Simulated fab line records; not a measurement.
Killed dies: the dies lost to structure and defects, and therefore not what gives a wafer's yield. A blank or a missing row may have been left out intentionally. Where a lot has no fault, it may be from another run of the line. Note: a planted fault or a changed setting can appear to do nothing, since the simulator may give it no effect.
The tool behind it: which one?	flow gf180mcu	Sampling: 14 lots, 42 wafers, 4 of 602 route steps

## WHAT THE GAUGES READ, wafer by wafer
GF_STI_THK_MEAS_22.
lot	measured	on	STI_OXIDATION_01_THK (nm)
L793	day 2 02:56	film-metro-03	14.56 14.62 14.47
L794	day 2 09:29	film-metro-03	14.97 15.02 14.99
L797	day 2 23:53	film-metro-01	15.62 15.14 15.46
L798	day 3 09:38	film-metro-02	14.94 14.84 14.86
L799	day 3 10:18	film-metro-03	14.87 15.03 14.89
L800	day 3 15:34	film-metro-01	14.93 14.81 14.82
L806	day 4 21:53	film-metro-03	15.18 15.38 14.99
L807	day 5 03:56	film-metro-01	14.95 15.07 15.05
L808	day 5 09:19	film-metro-02	15.50 15.56 15.50
L809	day 5 13:31	film-metro-01	15.24 15.62 15.58
L813	day 6 10:18	film-metro-01	15.28 14.94 15.33
L814	day 6 17:39	film-metro-03	15.28 15.35 15.25
L815	day 6 20:23	film-metro-01	15.22 15.05 15.22
L816	day 7 02:13	film-metro-02	15.54 15.21 15.31

GF_VT_IMPLANT_OVL_MEAS_29.
lot	measured	on	VT_IMPLANT_02_OVL (nm)
L793	day 6 21:28	overlay-01	0.3 0.7 0.8
L794	day 7 07:35	overlay-02	-0.7 -1.5 -1.0
L797	day 7 22:59	overlay-01	-0.5 -2.0 -1.8
L798	day 8 07:14	overlay-02	-0.7 -0.8 2.2
L799	day 8 09:38	overlay-01	0.4 1.4 1.7
L800	day 8 12:11	overlay-02	-1.5 -1.6 -1.7
L806	day 9 21:11	overlay-02	-0.8 -1.2 -3.4
L807	day 10 00:44	overlay-02	-0.7 -1.4 0.7
L808	day 10 10:13	overlay-02	0.3 -0.7 -0.1
L809	day 10 14:05	overlay-01	0.5 1.0 -0.3
L813	day 11 15:47	overlay-01	-1.6 0.1 -0.2
L814	day 12 00:37	overlay-01	0.3 1.2 0.0
L815	day 12 03:52	overlay-02	-1.4 0.3 -0.4
L816	day 12 12:26	overlay-02	-2.5 -0.7 -0.4

GF_VT_IMPLANT_OVL_MEAS_40.
lot	measured	on	VT_IMPLANT_03_OVL (nm)
L793	day 7 12:32	overlay-02	3.2 2.5 0.9
L794	day 7 22:46	overlay-01	1.2 2.4 1.9
L797	day 8 10:59	overlay-02	2.0 2.3 4.8
L798	day 8 17:11	overlay-02	0.1 1.0 0.6
L799	day 8 20:30	overlay-01	0.5 1.1 1.0
L800	day 9 00:07	overlay-02	-0.7 1.0 1.6
L806	day 10 15:10	overlay-01	0.8 0.8 1.1
L807	day 10 19:08	overlay-02	0.7 1.1 1.0
L808	day 11 05:19	overlay-02	1.7 1.2 1.3
L809	day 11 08:44	overlay-02	2.5 4.1 4.4
L813	day 12 11:23	overlay-01	2.2 1.9 2.5
L814	day 12 20:47	overlay-02	1.1 3.5 1.9
L815	day 13 00:01	overlay-01	3.6 2.9 1.6
L816	day 13 07:44	overlay-02	2.9 1.5 1.9

## WHAT TOOL EACH LOT RAN ON (gives the tool, then ch and the chambers of the sampled wafers, and finally the start)
lot	GF_VT_IMPLANT_PEB_27
L793	litho-track-04 ch 0, day 6 21:10
L794	litho-track-01 ch 0, day 7 07:19
L797	litho-track-01 ch 0, day 7 22:43
L798	litho-track-01 ch 0, day 8 06:56
L799	litho-track-03 ch 0, day 8 09:24
L800	litho-track-01 ch 0, day 8 11:55
L806	litho-track-03 ch 0, day 9 20:54
L807	litho-track-01, day 10 00:28
L808	litho-track-04, day 10 09:55
L809	litho-track-01 ch 0, day 10 13:49
L813	litho-track-03 ch 0, day 11 15:31
L814	litho-track-04 ch 0, day 12 00:20
L815	litho-track-04 ch 0, day 12 03:34
L816	litho-track-04 ch 0, day 12 12:10
- GF_VT_IMPLANT_PEB_27

## AS READ BY THE TOOLS THEMSELVES (means over the sampled wafers that have a number; for cases with no such wafer, the mark the record gives instead)
GF_VT_IMPLANT_PEB_27.
lot	tool	exhaust-pa (Pa)
L793	litho-track-04	44.7
L794	litho-track-01	46.4
L797	litho-track-01	44.7
L798	litho-track-01	45.6
L799	litho-track-03	42.9
L800	litho-track-01	44.8
L806	litho-track-03	45.2
L807	litho-track-01	-
L808	litho-track-04	-
L809	litho-track-01	45.5
L813	litho-track-03	44.4
L814	litho-track-04	43.6
L815	litho-track-04	45.8
L816	litho-track-04	44.5

## THE ANSWER, worked out from the rows above alone
Rule: usual is defined by the lots themselves. The widest of any qualifying gaps counts: lots, ordered by their means at a reading, are off when they make up no more than a third of the lots, leave a main group of 4 or more, and stand apart from it by 3 or more times the standard deviation of that group's means. A main group whose means are all the same, to the digits that the tables above print for the reading, isn't used. A lot without any number at a reading at which 4 lots or more have one is off too. The other lots that the step has rows for count as sound. Order of review: gauges by route order, followed by the tools' own readings, for which a lot's mean as printed above is used. At the first step where some lot is off, the reading lying furthest off is the one used; lots without a number count as furthest.
Off, at GF_VT_IMPLANT_PEB_27 on exhaust-pa: L807, L808. Without a number there: L807, L808. The main group has a mean of 44.8 Pa with a standard deviation of 0.92.
A tool fits if, at that step or a process step before it, it ran every lot that is off, and no sound lot after the first of them. Not one of the candidates tried fits.

## WHAT THE SIMULATOR PUT IN
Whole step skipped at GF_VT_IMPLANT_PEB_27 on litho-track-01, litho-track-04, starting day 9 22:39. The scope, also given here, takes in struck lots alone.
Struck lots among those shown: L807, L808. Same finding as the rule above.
